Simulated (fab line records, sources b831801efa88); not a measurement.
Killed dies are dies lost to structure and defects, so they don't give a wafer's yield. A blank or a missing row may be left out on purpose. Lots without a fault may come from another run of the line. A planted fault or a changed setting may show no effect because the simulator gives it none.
Which tool did it? | flow sky130 | 7 lots, 21 wafers sampled, at 1 step of a route of 708

WHAT THE GAUGES READ, wafer by wafer
SKY_GATE_OXIDE_THK_MEAS_02.
lot  | measured     | on            | GATE_OXIDE_OXIDATION_00_THK (nm)
L437 | day 13 01:54 | film_metro-01 | 10.14 9.91 9.92
L440 | day 14 03:52 | film_metro-02 | 10.29 10.12 10.15
L443 | day 15 04:06 | film_metro-02 | 10.08 10.07 10.44
L445 | day 15 20:56 | film_metro-01 | 9.86 9.91 9.79
L450 | day 17 15:12 | film_metro-02 | 10.43 10.49 10.49
L454 | day 19 01:40 | film_metro-04 | 10.18 10.20 10.21
L459 | day 20 15:38 | film_metro-04 | 10.16 10.41 10.19

WHICH TOOL RAN EACH LOT (tool, then ch and the chambers of the sampled wafers, then the start)
The record holds no process step before these readings.

THE ANSWER, worked out from the rows above alone
Rule: what is usual is taken from the lots themselves. Put in order of their means at a reading, lots are off if they are a third of the lots or fewer, leave a main group of 4 or more, and stand apart from it by a gap of 3 or more times the standard deviation of the main group's means; of several such gaps the widest counts. A main group whose means are all the same, to the digits that the tables above print for the reading, isn't used. A lot without any number at a reading at which 4 lots or more have one is off too. The other lots that the step has rows for count as sound.
No lot is off at any reading shown: from this, nothing can be told.

WHAT THE SIMULATOR HAD PUT IN
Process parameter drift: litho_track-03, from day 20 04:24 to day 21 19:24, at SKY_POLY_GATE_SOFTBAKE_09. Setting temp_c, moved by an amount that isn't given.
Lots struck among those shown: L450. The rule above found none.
